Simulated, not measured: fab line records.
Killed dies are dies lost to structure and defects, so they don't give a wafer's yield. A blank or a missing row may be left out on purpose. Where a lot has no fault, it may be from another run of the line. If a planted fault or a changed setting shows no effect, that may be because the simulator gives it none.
The tool behind it: which one? -- flow sky130 -- 9 lots, 27 wafers sampled, at 6 steps of a route of 708

## WHAT THE GAUGES SHOWED, per wafer
SKY_VIA4_RS_MEAS_19: uses a four-point probe to measure. Usual: VIA4_W_RS typically reads 0.2271 ohm/sq, with standard deviation 0.0025.
lot,measured,on,VIA4_W_RS (ohm/sq),flag
L417,day 42 22:25,film-metro-03,0.2316 0.2299 0.2283,
L419,day 43 08:57,film-metro-03,0.2266 0.2279 0.2250,
L425,day 45 03:40,film-metro-04,0.2242 0.5686 0.5528 0.2243 0.5673 0.5521,OFF
L426,day 45 08:10,film-metro-03,0.5673 0.2245 0.2259 0.5668 0.2243 0.2261,OFF
L427,day 45 12:36,film-metro-03,0.5822 0.5873 0.2310 0.5836 0.5882 0.2313,OFF
L434,day 48 04:55,film-metro-04,0.2261 0.2268 0.2256,
L436,day 48 09:07,film-metro-04,0.2266 0.2288 0.2324,
L439,day 48 11:06,film-metro-03,0.2275 0.2293 0.2285,
L440,day 48 13:08,film-metro-03,0.2263 0.2249 0.2215,

SKY_VIA4_THK_MEAS_20: measures by xrf. Usual: VIA4_W_THK typically reads 499 nm, with standard deviation 7.1.
lot,measured,on,VIA4_W_THK (nm),flag
L417,day 42 22:32,film-metro-03,489 492 499,
L419,day 43 09:04,film-metro-03,496 497 500,
L425,day 45 06:41,film-metro-04,507 204 210 507 203 210,OFF
L426,day 45 12:43,film-metro-03,202 503 499 201 505 498,OFF
L427,day 45 17:44,film-metro-03,197 195 489 196 195 491,OFF
L434,day 48 05:02,film-metro-04,505 500 506,
L436,day 48 09:14,film-metro-04,501 497 492,
L439,day 48 11:12,film-metro-03,490 491 493,
L440,day 48 13:15,film-metro-03,496 502 507,

SKY_METAL5_RS_MEAS_05: uses a four-point probe to measure. Usual: METAL5_ALCU_RS typically reads 0.027 ohm/sq, with standard deviation 0.00028.
lot,measured,on,METAL5_ALCU_RS (ohm/sq),flag
L417,day 42 23:04,film-metro-02,0.0269 0.02714 0.02712,
L419,day 43 09:36,film-metro-01,0.02715 0.02692 0.02718,
L425,day 45 17:34,film-metro-01,0.02694 0.02721 0.02658,
L426,day 45 15:22,film-metro-04,0.02747 0.02735 0.02704,
L427,day 45 20:16,film-metro-02,0.02674 0.02665 0.02641,
L434,day 48 05:34,film-metro-02,0.02709 0.02687 0.02706,
L436,day 48 09:46,film-metro-01,0.02685 0.02663 0.02669,
L439,day 48 12:01,film-metro-01,0.02748 0.02736 0.02692,
L440,day 48 13:47,film-metro-02,0.02717 0.02699 0.02735,

## WHAT TOOL EACH LOT RAN ON (gives the tool, then ch and the chambers of the sampled wafers, and finally the start)
lot,SKY_VIA4_CVD_18,SKY_VIA4_CMP_21,SKY_METAL5_SPUTTER_02
L417,"cvd-w-02 ch 0,1, day 42 22:16","cmp-02 ch 1,2,3, day 42 22:45","pvd-sputter-01, day 42 22:57"
L419,"cvd-w-02 ch 0,1, day 43 08:47","cmp-01 ch 1,2,3, day 43 09:07","pvd-sputter-01, day 43 09:28"
L425,"cvd-w-02 ch 0,1, day 45 03:32","cmp-01 ch 1,3, day 45 16:59","pvd-sputter-03, day 45 17:19"
L426,"cvd-w-02 ch 0,1, day 45 08:00","cmp-02 ch 1,2,3, day 45 15:00","pvd-sputter-04, day 45 15:15"
L427,"cvd-w-02 ch 0,1, day 45 12:27","cmp-02 ch 0,3, day 45 19:45","pvd-sputter-03, day 45 20:06"
L434,"cvd-w-02 ch 1, day 48 04:46","cmp-02 ch 0,1,3, day 48 05:12","pvd-sputter-03, day 48 05:26"
L436,"cvd-w-01 ch 0,1, day 48 08:58","cmp-01 ch 2,3, day 48 09:17","pvd-sputter-04, day 48 09:38"
L439,"cvd-w-02 ch 0,1, day 48 10:57","cmp-01 ch 0,1,3, day 48 11:34","pvd-sputter-03, day 48 11:52"
L440,"cvd-w-01 ch 0,1, day 48 12:59","cmp-02 ch 1,2, day 48 13:19","pvd-sputter-04, day 48 13:40"
- SKY_VIA4_CVD_18: deposits W, target thk 505 nm, time 152.14 s.
- SKY_VIA4_CMP_21: polishes, stops on SiO2, t overpolish 25 s, target thk 0 nm.
- SKY_METAL5_SPUTTER_02: material AlCu, target thk 1150 nm, time 61.2 s.

## WHAT THE TOOLS THEMSELVES READ (means of the sampled wafers that have a number; where no wafer has one, the mark that the record gives instead)
SKY_VIA4_CVD_18. Usual: heater-power-outer-w 565 W, standard deviation 46; heater-power-w 914 W, standard deviation 65; susceptor-temp-C 399.94 C, standard deviation 0.23.
lot,tool,heater-power-outer-w (W),heater-power-w (W),susceptor-temp-C (C),flag
L417,cvd-w-02,556,883,400.05,
L419,cvd-w-02,516,851,400.16,
L425,cvd-w-02,429,701,367.65,OFF
L426,cvd-w-02,511,836,383.83,OFF
L427,cvd-w-02,427,708,367.52,OFF
L434,cvd-w-02,591,949,399.79,
L436,cvd-w-01,606,960,399.84,
L439,cvd-w-02,564,896,399.97,
L440,cvd-w-01,589,971,400.04,

SKY_VIA4_CMP_21. Usual: motor-current-A 11.5 A, standard deviation 1.4; slurry-filter-dp-kPa 13.50 kPa, standard deviation 0.13; time-to-endpoint-s 119 s, standard deviation 3.5.
lot,tool,motor-current-A (A),slurry-filter-dp-kPa (kPa),time-to-endpoint-s (s),flag
L417,cmp-02,9.7,13.51,118,
L419,cmp-01,12.4,13.50,122,
L425,cmp-01,12.5,13.53,74,OFF
L426,cmp-02,9.8,13.54,95,OFF
L427,cmp-02,12.0,13.52,67,OFF
L434,cmp-02,10.7,13.48,116,
L436,cmp-01,11.7,13.34,124,
L439,cmp-01,12.2,13.45,118,
L440,cmp-02,9.3,13.53,120,

SKY_METAL5_SPUTTER_02. Usual: cathode-dc-power-W 10600 W, standard deviation 2.1; throttle-valve-pct 30.0 %, standard deviation 1.5.
lot,tool,cathode-dc-power-W (W),throttle-valve-pct (%),flag
L417,pvd-sputter-01,10600,29.5,
L419,pvd-sputter-01,10601,29.4,
L425,pvd-sputter-03,10601,29.1,
L426,pvd-sputter-04,10599,31.5,
L427,pvd-sputter-03,10600,32.1,
L434,pvd-sputter-03,10600,31.1,
L436,pvd-sputter-04,10599,29.7,
L439,pvd-sputter-03,10601,30.5,
L440,pvd-sputter-04,10601,29.1,

## THE ANSWER, worked out from the rows above alone
Rule: a lot is off if the mean of its wafers that have a number lies more than 3 standard deviations from the usual mean. A lot without any number at a reading at which 4 lots or more have one is off too. All remaining lots with rows at the step are treated as sound. First the gauges in route order, then the tools' own readings, where a lot's mean is used as printed above. At the first step where some lot is off, the reading lying furthest off is the one used; lots without a number count as furthest.
Off: L425, L426, L427, at SKY_VIA4_RS_MEAS_19 (VIA4_W_RS).
A tool fits if, at a process step before that reading, it ran every lot that is off, and no sound lot after the first of them. Not tried: the gauges at SKY_VIA4_RS_MEAS_19; whatever is off there is also off at SKY_VIA4_CVD_18, on other tools, and gauge error can't account for it. No candidate that was tried fits.

## WHAT HAD BEEN PUT IN BY THE SIMULATOR
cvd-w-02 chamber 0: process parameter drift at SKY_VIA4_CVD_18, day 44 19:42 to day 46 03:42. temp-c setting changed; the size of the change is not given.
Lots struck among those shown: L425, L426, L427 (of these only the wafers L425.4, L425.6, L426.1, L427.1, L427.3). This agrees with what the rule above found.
